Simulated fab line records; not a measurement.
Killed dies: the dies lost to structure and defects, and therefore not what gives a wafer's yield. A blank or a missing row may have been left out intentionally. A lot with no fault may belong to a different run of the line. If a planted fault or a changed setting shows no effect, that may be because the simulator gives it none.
The tool behind it: which one? :: flow sky130 :: at 1 step of a route of 708, 6 lots with 18 wafers sampled

## WHAT THE GAUGES SHOWED, per wafer
SKY_NWELL_RS_MEAS_31: the measuring method here is four-point-probe.
lot: L654
measured: day 6 08:08
on: film metro-01
PWDE_RS (ohm/sq): 5305 5301 5299

lot: L657
measured: day 6 22:37
on: film metro-01
PWDE_RS (ohm/sq): 5231 5260 5259

lot: L661
measured: day 7 22:55
on: film metro-03
PWDE_RS (ohm/sq): 5273 5293 5271

lot: L663
measured: day 8 17:55
on: film metro-03
PWDE_RS (ohm/sq): 5254 5257 5271

lot: L667
measured: day 9 06:32
on: film metro-01
PWDE_RS (ohm/sq): 5279 5275 5290

lot: L674
measured: day 10 18:00
on: film metro-03
PWDE_RS (ohm/sq): 5271 5252 5268

## TOOL THAT RAN EACH LOT (tool first, then ch and the chambers of the sampled wafers, then the start)
No process step before these readings appears in the record.

## THE ANSWER, worked out from the rows above alone
Rule: what is usual is taken from the lots themselves. The widest of any qualifying gaps counts: lots, ordered by their means at a reading, are off when they make up no more than a third of the lots, leave a main group of 4 or more, and stand apart from it by 3 or more times the standard deviation of that group's means. A main group is skipped when, at the precision printed for the reading in the tables above, its means are all equal. A lot without any number at a reading at which 4 lots or more have one is off too. All remaining lots with rows at the step are treated as sound.
None of the lots is off at any reading shown; this tells nothing.

## WHAT THE SIMULATOR PUT IN
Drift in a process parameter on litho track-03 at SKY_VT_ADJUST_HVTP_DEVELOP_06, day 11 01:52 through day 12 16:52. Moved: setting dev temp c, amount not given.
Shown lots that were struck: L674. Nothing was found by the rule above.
